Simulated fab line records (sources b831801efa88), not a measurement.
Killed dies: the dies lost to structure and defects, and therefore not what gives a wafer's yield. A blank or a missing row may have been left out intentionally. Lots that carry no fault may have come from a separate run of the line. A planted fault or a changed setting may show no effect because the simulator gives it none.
The tool behind it: which one? | flow sky130 | 13 lots, 39 wafers sampled, at 5 steps of a route of 708

## WHAT EACH GAUGE READ, for each wafer
Not one reading of a measure or inspect step in the record can be checked against a usual standard deviation.

## WHAT TOOL EACH LOT RAN ON (gives the tool, then ch and the chambers of the sampled wafers, and finally the start)
lot  | SKY_CONTACT_CLEAN_22            | SKY_METAL5_SPUTTER_01        | SKY_PASSIVATION_CVD_00          | SKY_PAD_OPEN_ETCH_07               | SKY_PAD_OPEN_PROBE_99
L811 | wet_bench-02 ch 2, day 31 18:15 | pvd_sputter-04, day 43 01:47 | pecvd-03 ch 0,2, day 44 01:16   | rie_diel-04 ch 0,2,3, day 45 22:52 | prober-02, day 46 01:13
L812 | wet_bench-03 ch 0, day 31 19:22 | pvd_sputter-03, day 43 02:44 | pecvd-03 ch 0,1, day 44 02:35   | rie_diel-03 ch 2,3, day 45 22:58   | prober-01, day 46 01:26
L813 | wet_bench-01 ch 0, day 32 13:13 | pvd_sputter-03, day 43 20:20 | pecvd-02 ch 0,1,2, day 44 20:04 | rie_diel-02 ch 2,3, day 46 15:22   | prober-01, day 46 17:52
L814 | wet_bench-01 ch 0, day 32 17:42 | pvd_sputter-02, day 43 22:15 | pecvd-02 ch 0,2, day 44 21:56   | rie_diel-04 ch 0,2,3, day 46 16:29 | prober-02, day 46 19:13
L816 | wet_bench-02 ch 0, day 32 17:49 | pvd_sputter-03, day 43 22:55 | pecvd-01 ch 0,1,2, day 44 22:38 | rie_diel-03 ch 1,2,3, day 46 17:11 | prober-01, day 46 20:46
L820 | wet_bench-02 ch 0, day 34 12:16 | pvd_sputter-02, day 45 03:41 | pecvd-01 ch 0,1,2, day 46 01:56 | rie_diel-03 ch 0, day 47 19:01     | prober-01, day 47 21:39
L821 | wet_bench-03 ch 0, day 35 01:02 | pvd_sputter-04, day 45 17:35 | pecvd-02 ch 0,2, day 46 15:41   | rie_diel-03 ch 0,2,3, day 48 05:55 | prober-02, day 48 08:17
L824 | wet_bench-03 ch 2, day 36 02:07 | pvd_sputter-02, day 46 13:37 | pecvd-02 ch 0,2, day 47 11:10   | rie_diel-03 ch 1,2,3, day 48 23:23 | prober-02, day 49 01:41
L825 | wet_bench-01 ch 1, day 36 17:38 | pvd_sputter-02, day 46 23:15 | pecvd-03 ch 0,1, day 47 20:30   | rie_diel-02 ch 1,2, day 49 08:52   | prober-01, day 49 11:14
L827 | wet_bench-02 ch 3, day 36 21:31 | pvd_sputter-04, day 47 02:16 | pecvd-03 ch 0,2, day 47 22:08   | rie_diel-04 ch 0,1,2, day 49 10:26 | prober-02, day 49 13:04
L830 | wet_bench-02 ch 2, day 38 06:48 | pvd_sputter-04, day 48 05:35 | pecvd-02 ch 0,1,2, day 48 23:53 | rie_diel-02 ch 0,2,3, day 50 09:26 | prober-02, day 50 11:44
L831 | wet_bench-02 ch 0, day 38 10:33 | pvd_sputter-03, day 48 10:17 | pecvd-01 ch 0,1, day 49 05:32   | rie_diel-03 ch 1,2,3, day 50 13:56 | prober-02, day 50 16:16
L834 | wet_bench-03 ch 2, day 38 17:49 | pvd_sputter-04, day 48 16:22 | pecvd-01 ch 1,2, day 49 11:52   | rie_diel-04 ch 0,3, day 50 20:43   | prober-02, day 50 23:05
- SKY_CONTACT_CLEAN_22: cleans in O3/DIW.
- SKY_METAL5_SPUTTER_01: material TiN, target thk 20 nm, time 16.7 s.
- SKY_PASSIVATION_CVD_00: deposits SiO2, target thk 90 nm.
- SKY_PAD_OPEN_ETCH_07: etches the open film in CF4/O2, stops on AlCu, target depth 725 nm, time 161.1 s.
- SKY_PAD_OPEN_PROBE_99

## AS READ BY THE TOOLS THEMSELVES (means over the sampled wafers that have a number; for cases with no such wafer, the mark the record gives instead)
SKY_METAL5_SPUTTER_01. Usual: cathode_dc_power_W 6500.0 W, standard deviation 1.1; throttle_valve_pct 30.2 %, standard deviation 0.68.
lot  | tool           | cathode_dc_power_W (W) | throttle_valve_pct (%) | flag
L811 | pvd_sputter-04 | 6500.3                 | 29.1                   |
L812 | pvd_sputter-03 | 6499.3                 | 30.3                   |
L813 | pvd_sputter-03 | 6499.9                 | 30.2                   |
L814 | pvd_sputter-02 | 6500.7                 | 30.5                   |
L816 | pvd_sputter-03 | 6500.5                 | 30.7                   |
L820 | pvd_sputter-02 | 6499.5                 | 30.4                   |
L821 | pvd_sputter-04 | 6499.7                 | 29.9                   |
L824 | pvd_sputter-02 | 6499.5                 | 29.9                   |
L825 | pvd_sputter-02 | 6501.6                 | 30.9                   |
L827 | pvd_sputter-04 | 6500.0                 | 29.4                   |
L830 | pvd_sputter-04 | 6500.5                 | 29.9                   |
L831 | pvd_sputter-03 | 6500.4                 | 29.9                   |
L834 | pvd_sputter-04 | 6500.0                 | 30.1                   |

SKY_PASSIVATION_CVD_00. Usual: heater_power_w at 656 W, with a standard deviation of 100.
lot  | tool     | heater_power_w (W) | flag
L811 | pecvd-03 | 715                |
L812 | pecvd-03 | 683                |
L813 | pecvd-02 | 684                |
L814 | pecvd-02 | 619                |
L816 | pecvd-01 | 602                |
L820 | pecvd-01 | 686                |
L821 | pecvd-02 | 537                |
L824 | pecvd-02 | 548                |
L825 | pecvd-03 | 707                |
L827 | pecvd-03 | 657                |
L830 | pecvd-02 | 699                |
L831 | pecvd-01 | 640                |
L834 | pecvd-01 | 667                |

SKY_PAD_OPEN_ETCH_07. Usual: drypump_motor_current_A 5.5 A, standard deviation 0.32; oes_product_au 0.978 a.u., standard deviation 0.0076; throttle_valve_pct 5.964 %, standard deviation 0.0088.
lot  | tool        | drypump_motor_current_A (A) | oes_product_au (a.u.) | throttle_valve_pct (%) | flag
L811 | rie_diel-04 | 5.4                         | 0.980                 | 5.966                  |
L812 | rie_diel-03 | 5.7                         | 0.976                 | 5.960                  |
L813 | rie_diel-02 | 5.4                         | 0.984                 | 5.959                  |
L814 | rie_diel-04 | 5.4                         | 0.970                 | 5.964                  |
L816 | rie_diel-03 | 5.4                         | 0.975                 | 5.965                  |
L820 | rie_diel-03 | 4.9                         | 0.976                 | 5.967                  |
L821 | rie_diel-03 | 5.4                         | 0.973                 | 5.963                  |
L824 | rie_diel-03 | 5.5                         | 0.972                 | 5.970                  |
L825 | rie_diel-02 | 5.8                         | 0.976                 | 5.965                  |
L827 | rie_diel-04 | 5.4                         | 0.977                 | 5.962                  |
L830 | rie_diel-02 | 5.5                         | 0.983                 | 5.960                  |
L831 | rie_diel-03 | 5.5                         | 0.971                 | 5.957                  |
L834 | rie_diel-04 | 5.6                         | 0.979                 | 5.966                  |

SKY_PAD_OPEN_PROBE_99. Usual: killed_at_M0_to_M3 43, standard deviation 7.2; killed_at_M4_up 3.5, standard deviation 2; killed_at_contacts 24, standard deviation 5.2; killed_at_front_end 15, standard deviation 4.4; killed_at_other 0.2, standard deviation 0.48; killed_dies 85, standard deviation 9.4; killed_open 46, standard deviation 7.3; killed_short 39, standard deviation 6.1.
lot  | tool      | killed_at_M0_to_M3 | killed_at_M4_up | killed_at_contacts | killed_at_front_end | killed_at_other | killed_dies | killed_open | killed_short | flag
L811 | prober-02 | 44                 | 2.3             | 27                 | 14                  | 0.0             | 87          | 48          | 39           |
L812 | prober-01 | 40                 | 3.3             | 23                 | 16                  | 0.0             | 83          | 50          | 33           |
L813 | prober-01 | 45                 | 4.3             | 32                 | 14                  | 0.0             | 95          | 54          | 40           |
L814 | prober-02 | 30                 | 5.3             | 19                 | 15                  | 0.3             | 70          | 32          | 37           |
L816 | prober-01 | 47                 | 4.7             | 22                 | 12                  | 0.0             | 86          | 51          | 35           |
L820 | prober-01 | 38                 | 3.7             | 30                 | 14                  | 0.3             | 87          | 47          | 39           |
L821 | prober-02 | 37                 | 4.7             | 93                 | 15                  | 0.0             | 150         | 44          | 38           | OFF
L824 | prober-02 | 38                 | 2.7             | 89                 | 10                  | 0.3             | 141         | 36          | 34           | OFF
L825 | prober-01 | 47                 | 2.7             | 21                 | 13                  | 0.3             | 84          | 47          | 37           |
L827 | prober-02 | 41                 | 4.0             | 26                 | 12                  | 1.7             | 85          | 42          | 41           | OFF
L830 | prober-02 | 41                 | 3.0             | 26                 | 14                  | 0.0             | 84          | 47          | 37           |
L831 | prober-02 | 40                 | 5.0             | 28                 | 13                  | 0.3             | 86          | 49          | 37           |
L834 | prober-02 | 48                 | 4.3             | 21                 | 20                  | 0.0             | 94          | 44          | 49           |

## THE ANSWER, worked out from the rows above alone
Rule: a lot is off if the mean of its wafers that have a number lies more than 3 standard deviations from the usual mean. A lot without any number at a reading at which 4 lots or more have one is off too. All remaining lots with rows at the step are treated as sound. After the gauges, taken in route order, come the tools' own readings; for these a lot's mean is taken, as printed above. At the first step where some lot is off, the reading lying furthest off is the one used; lots without a number count as furthest.
Off at SKY_PAD_OPEN_PROBE_99 (killed_at_contacts): L821, L824.
A tool fits if, at that step or a process step before it, it ran every lot that is off, and no sound lot after the first of them. None of those tried fits.

## WHAT THE SIMULATOR HAD INSERTED
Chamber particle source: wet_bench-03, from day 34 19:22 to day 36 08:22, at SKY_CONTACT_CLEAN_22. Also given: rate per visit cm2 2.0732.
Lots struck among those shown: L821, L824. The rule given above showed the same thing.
